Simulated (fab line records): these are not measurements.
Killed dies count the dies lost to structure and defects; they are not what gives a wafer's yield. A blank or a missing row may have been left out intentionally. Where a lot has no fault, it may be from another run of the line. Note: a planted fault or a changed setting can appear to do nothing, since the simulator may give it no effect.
Problem report in the 8D (eight disciplines) form, filled by code	flow sky130	the parts of the form that need people (team, actions taken, sign-off) are left out

== 1. WHAT IS WRONG ==
Mean of chamberPressurePa at SKY_METAL4_SPUTTER_02: 0.3394 Pa across 2 wafers in 2 lots; on wafers with no fault it is 0.4000 Pa (standard deviation 0.00077). Relative to the usual mean, that is a shift of -79 standard deviations.
The step: material AlCu, target thk 735 nm, time 39.1 s.
The first sign was on wafer L599.3 at day 40 07:43, on pvdSputter-04. The record holds 18 wafers of 6 lots with a number at this step. The rule behind "out" and "out of limits": a value lying over 4 standard deviations away from the usual mean. All remaining wafers that have a number are taken as sound.

== 2. WHAT IT IS; WHAT IT IS NOT ==
question	is	is not
which readings at this step	chamberPressurePa	-
which lots	L599, L601	L597, L615, L616, L619
which wafers of those lots	L599.3, L601.4	L599.2, L599.4, L601.2, L601.6
read on which tools	pvdSputter-04	pvdSputter-01
when	from day 40 07:43	up to then (5 sound wafers); but 11 sound wafers of L601, L615, L616, L619 came after

== 3. THE SUSPECTS, EACH WITH WHAT RULES IT OUT ==
Counting: any tool at a process step up to the reading remains a suspect provided it ran every lot that is out. Sound lots after the first of them don't rule it out here, since some wafers of a struck lot are sound.
- pvdSputter-04 at SKY_METAL4_SPUTTER_02 (material AlCu, target thk 735 nm, time 39.1 s): kept. It ran every lot that is out, first L599 (day 40 07:43); its last sound lot up to then is L597 (day 39 14:21). On those wafers its own readings are out: chamberPressurePa.
Remaining after the count: pvdSputter-04 at SKY_METAL4_SPUTTER_02.

== 4. THE CAUSE (what the simulator had put in) ==
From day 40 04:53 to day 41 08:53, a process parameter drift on pvdSputter-04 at SKY_METAL4_SPUTTER_02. Setting chamberPressurePa, moved by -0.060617, from 0.4. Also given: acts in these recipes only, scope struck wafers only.
After counting, this tool was the only one left.

== 5. SEQUENCE OF EFFECTS, ordered by route ==
Each row: a reading whose mean over the struck wafers that have a number lies more than 3 standard deviations from the usual. Only readings for which the record gives a usual standard deviation are gone through. hours: the time from each lot's start at the first step in this table that gives one to its start at this step, as a median over the lots. sigmas: the change in usual standard deviations.
hours	step	reading	usual	on struck wafers	change	sigmas
0	SKY_METAL4_SPUTTER_02	chamberPressurePa	0.4000 Pa	0.3394	-0.0606	-79
It contains these process steps:
- SKY_METAL4_SPUTTER_02: material AlCu, target thk 735 nm, time 39.1 s.
Later steps that measure or inspect, where all struck wafers having a row at the step show a number for every such reading and not one has moved that far: SKY_CAP2M_THK_MEAS_01, SKY_CAP2M_RS_MEAS_03, SKY_CAP2M_THK_MEAS_04, SKY_CAP2M_OVL_MEAS_12, SKY_METAL4_CD_MEAS_13.

== 6. HOW IT WOULD HAVE BEEN CAUGHT EARLIER ==
First out-of-limits reading in this record: day 40 07:43, which is 3 hours after fault onset at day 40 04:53.
